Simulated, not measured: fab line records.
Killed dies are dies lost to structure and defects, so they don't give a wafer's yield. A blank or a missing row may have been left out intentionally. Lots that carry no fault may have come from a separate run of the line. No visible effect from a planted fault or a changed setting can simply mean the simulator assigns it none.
Comparing a struck lot with a sound one ; flow sky130 ; 14 out of 708 route steps
Sound: the wafers L314.1, L314.4, L314.5. Struck: wafers L328.1, L328.4, L328.6. The cause is named last.
Order at every step that has rows: each side's tool, ch and its chambers, its first start. Under that, the readings that differ: sound wafers ; struck wafers ; difference of the means ; sigmas: that difference in standard deviations of wafers without a fault.
alike: readings with means less than 2 such deviations apart, plus words and numbers identical on both sides. not compared: withheld readings, readings lacking a value on some wafer, bounds such as >300 that could conceal the same value, and numbers that have no deviation in the record and whose values overlap.
Wherever a step has rows on one side only, a row that says differs or no value, or a row with sigmas, the two part there. Numbers that have no deviation but don't overlap get no sigmas and don't part them. A reading that every wafer of one side lacks parts them only if that side has two wafers or more.

first, 2 steps without rows for these wafers: SKY_LDD_LDN_PEB_05; SKY_LDD_LDN_DEVELOP_06 (develop time 60 s).
SKY_LDD_LDN_OVL_MEAS_07:
  sound on overlay-01 at day 24 13:05; struck on overlay-01 at day 28 21:14
  alike: LDD_LDN_OVL
then, 4 steps without rows for these wafers: SKY_LDD_LDN_IMPLANT_08; SKY_LDD_LDN_IMPLANT_09; SKY_LDD_LDN_IMPLANT_10; SKY_LDD_LDN_IMPLANT_11.
SKY_LDD_LDN_STRIP_12: strips in O2/N2.
  sound on plasma_asher-04 ch 0,1, day 24 13:44; struck on plasma_asher-01 ch 0,1, day 28 21:52
  alike: drypump_motor_current_A, oes_product_au, strip_time_to_endpoint_s
  not compared: rf_hours_counter_h
SKY_LDD_LDN_TW_MEAS_13:
  sound on film_metro-04 at day 24 13:50; struck on film_metro-04 at day 28 21:58
  alike: LDD_LDN_TW
then, 2 steps without rows for these wafers: SKY_LDD_LDN_CLEAN_14 (cleans in SC1/SC2, time 150 s); SKY_SPACER_CVD_00 (deposits Si3N4 from DCS/NH3, target thk 43.1 nm, time 740 s).
SKY_SPACER_THK_MEAS_01:
  sound on film_metro-04 at day 24 16:47; struck on film_metro-04 at day 28 23:45
  alike: SPACER_CVD_00_THK
SKY_SPACER_ETCHBACK_02: etches Si3N4 in CH3F/O2, stops on SiO2, time 46.7 s, target depth 45 nm.
  sound on rie_diel-03 ch 0,2, day 24 16:50; struck on rie_diel-02 ch 2,3, day 28 23:49
  no value came back on the struck wafers for any of 5 readings (O2_flow_sccm (sccm), bias_w (W) and others); on the sound wafers O2_flow_sccm (sccm) reads 29.99 29.96 29.94
  not compared: rf_hours_counter_h
SKY_PAD_OPEN_PROBE_99:
  the record holds rows for the sound wafers here (prober-02, day 47 02:45) but none for the struck ones

WHERE THEY PART
Last at SKY_PAD_OPEN_PROBE_99 as far as this record goes, first at SKY_SPACER_ETCHBACK_02.

WHY: what the simulator had put in
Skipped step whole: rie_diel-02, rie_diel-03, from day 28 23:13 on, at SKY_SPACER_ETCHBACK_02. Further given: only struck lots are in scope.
